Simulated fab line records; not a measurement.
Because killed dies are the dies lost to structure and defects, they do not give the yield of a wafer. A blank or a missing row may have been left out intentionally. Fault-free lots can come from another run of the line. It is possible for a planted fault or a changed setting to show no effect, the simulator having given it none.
A lot that was struck, set against a sound lot | flow sfq-line | 14 steps out of a route of 325
Sound: these wafers, L117.1, L117.3, L117.4. Struck: wafers L115.1, L115.2, L115.6. At the end, the cause is stated.
Per side, at each step with rows, come the tool, then ch with its chambers, and then its first start. Under that, the readings that differ: sound wafers | struck wafers | difference of the means | sigmas: that difference in standard deviations of wafers without a fault.
alike: same words and numbers on both sides, and readings whose means sit less than 2 such deviations apart. not compared: any withheld reading, any reading some wafer has no value for, any bound like >300 that may hide the same value, and any number with overlapping values for which the record gives no deviation.
A row with sigmas, a row that says differs or no value, or rows on one side alone: a step with any of these is where the two part. Numbers that don't overlap but have no deviation are shown without sigmas and don't part them. A reading missing from all wafers of one side parts the sides only when that side holds two or more wafers.

first, 1 step without rows for these wafers: SFQ_TRILAYER_M0_STRIP_SOLV_CLEAN_026 (cleans in NMP, time 600 s).
SFQ_TRILAYER_I0_DEP_PECVD_027: deposits SiO2 from SiH4/N2O, time 111.11 s, target thk 500 nm.
  sound on pecvd-01 ch 0,1,2, day 11 04:54; struck on pecvd-02 ch 0,1, day 10 16:07
  alike: chamber-pressure-Torr, heater-power-w, susceptor-temp-C, throttle-valve-pct
SFQ_TRILAYER_I0_CMP_CMP_028: polishes SiO2.
  sound on cmp-01 ch 0,1,3, day 11 11:42; struck on cmp-01 ch 0,1, day 11 02:02
  alike: motor-current-A, time-to-endpoint-s
SFQ_I0_BOW_MEAS_907:
  struck on film-metro-01, day 11 04:32; sound on film-metro-04, day 11 14:42
  reading     | sound     | struck | difference | sigmas
  I0_BOW (um) | -6 -14 -1 | 15 8 5 | +16        | +2
SFQ_TRILAYER_I0_METRO_MEASURE_029:
  struck on film-metro-01, day 11 04:40; sound on film-metro-04, day 11 14:49
  alike: thk-nm
then, 6 steps without rows for these wafers: SFQ_TRILAYER_I0_VIA_LITHO_COAT_036 (resist thk 62 nm); SFQ_TRILAYER_I0_VIA_LITHO_COAT_031 (resist thk 650 nm); SFQ_TRILAYER_I0_VIA_LITHO_SOFTBAKE_035; SFQ_TRILAYER_I0_VIA_LITHO_EXPOSE_032 (exposes mask I0, target cd 500 nm); SFQ_TRILAYER_I0_VIA_LITHO_PEB_034 (peb time 60 s); SFQ_TRILAYER_I0_VIA_LITHO_DEVELOP_033 (time 60 s).
-- the record jumps here: 4 days lie between the struck wafers' starts before and after --
SFQ_I0_OVL_MEAS_908:
  struck on overlay-01, day 15 15:08; sound on overlay-01, day 16 04:14
  alike: I0_OVL
SFQ_TRILAYER_I0_VIA_BARC_OPEN_VIA_ETCH_046: etches BARC in O2, target depth 125 nm, time 41.7 s.
  sound on rie-diel-04 ch 0,1, day 16 04:17; struck on rie-diel-02 ch 1,3, day 15 15:11
  reading    | sound             | struck            | difference | sigmas
  bias-w (W) | 80.37 80.19 80.24 | 74.94 75.02 74.84 | -5.33      | -21
  alike: drypump-motor-current-A, oes-product-au
  not compared: rf-hours-counter-h
SFQ_TRILAYER_I0_VIA_ETCH_VIA_ETCH_034: etches SiO2 in CHF3, stops on Nb, target depth 260 nm.
  sound on rie-diel-04 ch 0,1, day 16 04:19; struck on rie-diel-02 ch 1,3, day 15 15:13
  alike: bias-w, drypump-motor-current-A, oes-product-au

WHERE THEY PART
Last at SFQ_TRILAYER_I0_VIA_BARC_OPEN_VIA_ETCH_046 as far as this record goes, first at SFQ_I0_BOW_MEAS_907. Later steps at which nothing parts them and some readings are alike: SFQ_TRILAYER_I0_VIA_ETCH_VIA_ETCH_034.

WHY: what the simulator had put in
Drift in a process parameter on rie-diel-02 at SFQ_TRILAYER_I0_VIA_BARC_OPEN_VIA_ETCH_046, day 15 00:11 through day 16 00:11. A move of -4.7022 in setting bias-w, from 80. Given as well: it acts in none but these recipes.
